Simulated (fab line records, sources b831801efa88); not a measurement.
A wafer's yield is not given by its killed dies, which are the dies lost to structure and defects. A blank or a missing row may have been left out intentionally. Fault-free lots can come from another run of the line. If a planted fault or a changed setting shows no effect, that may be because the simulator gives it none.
Comparing a struck lot with a sound one / flow gf180mcu / 14 out of 602 route steps
Sound: wafers L100.1, L100.5, L100.6. Struck: wafers L111.1, L111.2, L111.4. Last of all comes the cause.
For every step that has rows: the tool of each side, followed by ch and its chambers, followed by its first start. Under that, the readings that differ: sound wafers / struck wafers / difference of the means / sigmas: that difference in standard deviations of wafers without a fault.
alike: same words and numbers on both sides, and readings whose means sit less than 2 such deviations apart. not compared: any withheld reading, any reading some wafer has no value for, any bound like >300 that may hide the same value, and any number with overlapping values for which the record gives no deviation.
A row with sigmas, a row that says differs or no value, or rows on one side alone: a step with any of these is where the two part. Numbers that don't overlap but have no deviation are shown without sigmas and don't part them. Lack of a reading on every wafer of one side parts them only where that side has two or more wafers.

GF_V3_OVL_MEAS_15:
  struck on overlay-01, day 28 09:04; sound on overlay-01, day 25 01:29
  alike: V3_OVL
then, 1 step without rows for these wafers: GF_V3_ETCH_16 (etches BARC in N2/H2).
GF_V3_ETCH_17: etches SiO2 in C4F8/O2/Ar, stops on TiN, target depth 635 nm.
  sound on rie-diel-02 ch 2,3; struck on rie-diel-02 ch 0,2,3
  alike: oes-product-au
then, 3 steps without rows for these wafers: GF_V3_STRIP_18 (strips in O2/N2); GF_V3_STRIP_19 (strips in post etch residue remover, time 1200 s); GF_V3_CLEAN_20 (cleans in DIW).
GF_V3_SPUTTER_21: material Ti, target thk 15 nm, time 80.02 s.
  struck on pvd-sputter-02, day 28 09:46; sound on pvd-sputter-01, day 25 02:11
reading=cathode-dc-power-W (W); sound=2499.6 2500.0 2500.0; struck=2500.4 2500.9 2501.2; difference=+1.0; sigmas=+2
  alike: chamber-pressure-pa, throttle-valve-pct
GF_V3_SPUTTER_22: material TiN, target thk 10 nm, time 40 s.
  struck on pvd-sputter-02, day 28 09:49; sound on pvd-sputter-01, day 25 02:15
  alike: cathode-dc-power-W, chamber-pressure-pa, throttle-valve-pct
GF_V3_CVD_23: deposits W, target thk 350 nm, time 104.9 s.
  sound on cvd-w-01 ch 0,1, day 25 02:17; struck on cvd-w-01 ch 0,1, day 28 09:52
  alike: heater-power-w, susceptor-temp-C
GF_V3_RS_MEAS_24: the measuring method here is four-point-probe.
  struck on film-metro-03, day 28 09:58; sound on film-metro-01, day 25 02:24
  alike: V3_W_RS
GF_V3_THK_MEAS_25: measures by xrf.
  struck on film-metro-03, day 28 10:05; sound on film-metro-01, day 25 02:31
  alike: V3_W_THK
GF_V3_CMP_26: polishes, stops on SiO2, t overpolish 15 s, target thk 0 nm.
  sound on cmp-02 ch 0,2,3, day 25 03:02; struck on cmp-02 ch 0,2,3, day 28 10:09
  alike: motor-current-A, overpolish-run-s, platen-rpm, time-to-endpoint-s
GF_M4_SPUTTER_00: material Ti, target thk 37.5 nm, time 150 s.
  struck on pvd-sputter-03, day 28 10:27; sound on pvd-sputter-01, day 25 03:14
  no value came back on the struck wafers for cathode-dc-power-W (W), chamber-pressure-pa (Pa), throttle-valve-pct (%); on the sound wafers cathode-dc-power-W (W) reads 4000.3 3999.3 3998.8
then, 1 step without rows for these wafers: GF_M4_SPUTTER_01 (material TiN, target thk 30 nm, time 25 s).

== WHERE THEY PART ==
At GF_V3_SPUTTER_21 first; at GF_M4_SPUTTER_00 last (within this record only).

WHY: what the simulator had put in
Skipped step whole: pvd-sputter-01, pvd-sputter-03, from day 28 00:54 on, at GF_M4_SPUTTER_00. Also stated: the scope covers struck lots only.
